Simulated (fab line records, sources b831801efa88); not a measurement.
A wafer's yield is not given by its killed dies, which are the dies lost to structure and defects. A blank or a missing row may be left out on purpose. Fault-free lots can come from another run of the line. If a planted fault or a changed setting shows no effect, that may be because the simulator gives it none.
What tool caused it? :: flow sky130 :: 15 lots, 45 wafers sampled, at 3 steps of a route of 708

WHAT EACH GAUGE READ, for each wafer
SKY_PWDE_OVL_MEAS_07.
lot: L783
measured: day 3 23:57
on: overlay-02
PWDE_OVL (nm): 2.0 0.7 -0.4

lot: L784
measured: day 4 05:11
on: overlay-01
PWDE_OVL (nm): 1.6 0.3 0.6

lot: L786
measured: day 4 11:05
on: overlay-01
PWDE_OVL (nm): 0.3 0.2 0.2

lot: L787
measured: day 4 17:11
on: overlay-01
PWDE_OVL (nm): -2.2 -0.7 -0.7

lot: L796
measured: day 6 19:53
on: overlay-02
PWDE_OVL (nm): -1.1 -0.2 -1.0

lot: L798
measured: day 7 10:07
on: overlay-02
PWDE_OVL (nm): 1.1 0.8 0.5

lot: L799
measured: day 7 15:38
on: overlay-01
PWDE_OVL (nm): 1.3 1.9 1.5

lot: L800
measured: day 7 20:20
on: overlay-02
PWDE_OVL (nm): 0.6 0.4 -0.2

lot: L801
measured: day 8 03:42
on: overlay-02
PWDE_OVL (nm): -2.6 -1.3 -1.1

lot: L802
measured: day 8 09:56
on: overlay-01
PWDE_OVL (nm): 0.1 -0.5 -0.5

lot: L804
measured: day 8 19:43
on: overlay-01
PWDE_OVL (nm): -0.1 -1.1 -0.9

lot: L806
measured: day 9 04:50
on: overlay-02
PWDE_OVL (nm): -2.4 0.1 1.6

SKY_VT_ADJUST_HVTP_OVL_MEAS_08.
lot: L783
measured: day 6 05:45
on: overlay-02
VT_ADJUST_HVTP_OVL (nm): 2.2 1.9 0.9

lot: L784
measured: day 6 11:21
on: overlay-01
VT_ADJUST_HVTP_OVL (nm): -0.2 -1.5 -1.0

lot: L786
measured: day 6 17:23
on: overlay-01
VT_ADJUST_HVTP_OVL (nm): -0.2 -0.3 0.3

lot: L787
measured: day 7 00:21
on: overlay-01
VT_ADJUST_HVTP_OVL (nm): -0.2 1.3 2.3

lot: L796
measured: day 9 11:08
on: overlay-01
VT_ADJUST_HVTP_OVL (nm): 0.6 -0.3 -0.6

lot: L798
measured: day 10 03:05
on: overlay-02
VT_ADJUST_HVTP_OVL (nm): -0.5 0.4 -1.6

lot: L799
measured: day 10 09:31
on: overlay-02
VT_ADJUST_HVTP_OVL (nm): -0.5 0.5 0.8

lot: L800
measured: day 10 15:00
on: overlay-02
VT_ADJUST_HVTP_OVL (nm): -1.6 1.3 -0.5

lot: L801
measured: day 10 23:50
on: overlay-02
VT_ADJUST_HVTP_OVL (nm): -0.8 -0.5 -2.3

lot: L802
measured: day 11 05:17
on: overlay-02
VT_ADJUST_HVTP_OVL (nm): -1.7 -0.7 -0.6

lot: L804
measured: day 11 16:32
on: overlay-01
VT_ADJUST_HVTP_OVL (nm): 2.2 2.8 2.5

lot: L806
measured: day 12 03:20
on: overlay-02
VT_ADJUST_HVTP_OVL (nm): -1.0 0.6 -0.9

TOOL THAT RAN EACH LOT (tool first, then ch and the chambers of the sampled wafers, then the start)
lot: L783
SKY_FIELD_ISO_STRIP_16: plasma asher-04 ch 0,1, day 2 04:58

lot: L784
SKY_FIELD_ISO_STRIP_16: plasma asher-01 ch 0,1, day 2 11:22

lot: L786
SKY_FIELD_ISO_STRIP_16: plasma asher-04 ch 1, day 2 20:06

lot: L787
SKY_FIELD_ISO_STRIP_16: plasma asher-04 ch 1, day 3 02:03

lot: L791
SKY_FIELD_ISO_STRIP_16: plasma asher-03 ch 0,1, day 3 22:28

lot: L792
SKY_FIELD_ISO_STRIP_16: plasma asher-04 ch 0,1, day 4 03:00

lot: L793
SKY_FIELD_ISO_STRIP_16: plasma asher-01 ch 0,1, day 4 08:00

lot: L796
SKY_FIELD_ISO_STRIP_16: plasma asher-01 ch 0,1, day 4 23:38

lot: L798
SKY_FIELD_ISO_STRIP_16: plasma asher-01 ch 0,1, day 5 11:41

lot: L799
SKY_FIELD_ISO_STRIP_16: plasma asher-03 ch 0,1, day 5 16:31

lot: L800
SKY_FIELD_ISO_STRIP_16: plasma asher-01 ch 0,1, day 5 20:25

lot: L801
SKY_FIELD_ISO_STRIP_16: plasma asher-01 ch 0,1, day 6 04:26

lot: L802
SKY_FIELD_ISO_STRIP_16: plasma asher-03 ch 1, day 6 07:47

lot: L804
SKY_FIELD_ISO_STRIP_16: plasma asher-04 ch 0,1, day 6 18:36

lot: L806
SKY_FIELD_ISO_STRIP_16: plasma asher-04 ch 0, day 7 04:32
- SKY_FIELD_ISO_STRIP_16: strips in O2/N2.

WHAT THE TOOLS THEMSELVES READ (means of the sampled wafers that have a number; where no wafer has one, the mark that the record gives instead)
SKY_FIELD_ISO_STRIP_16.
lot: L783
tool: plasma asher-04
chamber pressure mTorr (mTorr): 1498.3
drypump motor current A (A): 5.8
oes product au (a.u.): 0.381
strip time to endpoint s (s): 3.55

lot: L784
tool: plasma asher-01
chamber pressure mTorr (mTorr): 1499.4
drypump motor current A (A): 5.8
oes product au (a.u.): 0.382
strip time to endpoint s (s): 3.63

lot: L786
tool: plasma asher-04
chamber pressure mTorr (mTorr): 1499.6
drypump motor current A (A): 5.5
oes product au (a.u.): 0.382
strip time to endpoint s (s): 3.65

lot: L787
tool: plasma asher-04
chamber pressure mTorr (mTorr): 1499.8
drypump motor current A (A): 5.5
oes product au (a.u.): 0.381
strip time to endpoint s (s): 3.56

lot: L791
tool: plasma asher-03
chamber pressure mTorr (mTorr): -
drypump motor current A (A): -
oes product au (a.u.): -
strip time to endpoint s (s): -

lot: L792
tool: plasma asher-04
chamber pressure mTorr (mTorr): -
drypump motor current A (A): -
oes product au (a.u.): -
strip time to endpoint s (s): -

lot: L793
tool: plasma asher-01
chamber pressure mTorr (mTorr): -
drypump motor current A (A): -
oes product au (a.u.): -
strip time to endpoint s (s): -

lot: L796
tool: plasma asher-01
chamber pressure mTorr (mTorr): 1500.0
drypump motor current A (A): 6.0
oes product au (a.u.): 0.379
strip time to endpoint s (s): 3.57

lot: L798
tool: plasma asher-01
chamber pressure mTorr (mTorr): 1499.7
drypump motor current A (A): 5.8
oes product au (a.u.): 0.377
strip time to endpoint s (s): 3.55

lot: L799
tool: plasma asher-03
chamber pressure mTorr (mTorr): 1500.6
drypump motor current A (A): 5.3
oes product au (a.u.): 0.377
strip time to endpoint s (s): 3.51

lot: L800
tool: plasma asher-01
chamber pressure mTorr (mTorr): 1499.8
drypump motor current A (A): 5.8
oes product au (a.u.): 0.377
strip time to endpoint s (s): 3.52

lot: L801
tool: plasma asher-01
chamber pressure mTorr (mTorr): 1501.1
drypump motor current A (A): 6.0
oes product au (a.u.): 0.375
strip time to endpoint s (s): 3.48

lot: L802
tool: plasma asher-03
chamber pressure mTorr (mTorr): 1502.0
drypump motor current A (A): 5.2
oes product au (a.u.): 0.375
strip time to endpoint s (s): 3.58

lot: L804
tool: plasma asher-04
chamber pressure mTorr (mTorr): 1500.3
drypump motor current A (A): 6.2
oes product au (a.u.): 0.379
strip time to endpoint s (s): 3.57

lot: L806
tool: plasma asher-04
chamber pressure mTorr (mTorr): 1500.9
drypump motor current A (A): 6.6
oes product au (a.u.): 0.375
strip time to endpoint s (s): 3.44

THE ANSWER, worked out from the rows above alone
Rule: usual is defined by the lots themselves. The widest of any qualifying gaps counts: lots, ordered by their means at a reading, are off when they make up no more than a third of the lots, leave a main group of 4 or more, and stand apart from it by 3 or more times the standard deviation of that group's means. If all means in a main group match to the digits the tables above print for the reading, that group is not used. Also off: a lot with no number at a reading for which 4 or more lots have one. All remaining lots with rows at the step are treated as sound. After the gauges, taken in route order, come the tools' own readings; for these a lot's mean is taken, as printed above. The first step at which some lot is off is used, and at that step the reading that is off furthest; a lot without a number counts as furthest.
Off at SKY_FIELD_ISO_STRIP_16 (chamber pressure mTorr): L791, L792, L793. Without a number there: L791, L792, L793. The main group has a mean of 1500.1 mTorr with a standard deviation of 0.91.
A tool fits if, at that step or a process step before it, it ran every lot that is off, and no sound lot after the first of them. No candidate that was tried fits.

WHAT THE SIMULATOR PUT IN
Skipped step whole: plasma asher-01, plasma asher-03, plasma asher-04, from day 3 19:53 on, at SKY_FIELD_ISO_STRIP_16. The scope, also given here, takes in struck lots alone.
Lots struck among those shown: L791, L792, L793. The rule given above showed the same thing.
